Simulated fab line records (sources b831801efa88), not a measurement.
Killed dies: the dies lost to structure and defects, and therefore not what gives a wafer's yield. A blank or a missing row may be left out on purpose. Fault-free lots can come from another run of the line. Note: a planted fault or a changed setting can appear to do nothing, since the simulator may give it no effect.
Matching of chambers + flow gf180mcu + GF_V1_CMP_26 on cmp-02 has 4 sister chambers
The step polishes, stops on SiO2, t overpolish 15 s, target thk 0 nm. 8 wafers are shown with their chamber, then 7 later ones without.

== WAFERS WITH THEIR CHAMBER ==
| wafer  | chamber | motor current A (A) | time to endpoint s (s) |
|--------|---------|---------------------|------------------------|
| L870.3 | 3       | 10.8                | 82                     |
| L871.5 | 2       | 11.3                | 81                     |
| L875.1 | 0       | 11.2                | 77                     |
| L886.1 | 0       | 11.5                | 80                     |
| L886.2 | 1       | 8.7                 | 85                     |
| L886.3 | 3       | 11.0                | 86                     |
| L889.4 | 2       | 11.3                | 89                     |
| L889.5 | 1       | 9.2                 | 85                     |

== WAFERS MISSING THEIR CHAMBER ==
| wafer  | motor current A (A) | time to endpoint s (s) |
|--------|---------------------|------------------------|
| L889.6 | 11.0                | 87                     |
| L892.1 | 11.4                | 85                     |
| L892.2 | 8.8                 | 82                     |
| L892.5 | 11.3                | 75                     |
| L893.1 | 11.1                | 83                     |
| L893.2 | 11.0                | 83                     |
| L893.6 | 10.8                | 76                     |

== EACH ONE'S CHAMBER ==
| wafer  | from the rows above          | in truth |
|--------|------------------------------|----------|
| L889.6 | can't be placed: 3 or 2      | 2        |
| L892.1 | can't be placed: 2 or 0 or 3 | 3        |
| L892.2 | 1                            | 1        |
| L892.5 | can't be placed: 0 or 2      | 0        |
| L893.1 | can't be placed: 3 or 2 or 0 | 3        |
| L893.2 | can't be placed: 3 or 2 or 0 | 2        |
| L893.6 | can't be placed: 3 or 0 or 2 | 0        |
Placed correctly: 1 of 7. Cannot be placed on the basis of these rows: 6; the candidates contain the true chamber in 6. Number placed wrongly: 0.
How it was worked out, from the rows above alone: a wafer's distance from a chamber is the root of the sum, over the readings, of the square of ((its reading less the chamber's mean) divided by the reading's scatter). If the next closest chamber is less than 2 further off than the closest, the wafer can't be placed; otherwise it belongs to the closest. Each chamber's mean is taken over the wafers shown for it. How the scatter is found: for the shown wafers, subtract from each reading the mean of its chamber, square and add these, divide the total by (wafers less chambers), then take the root.
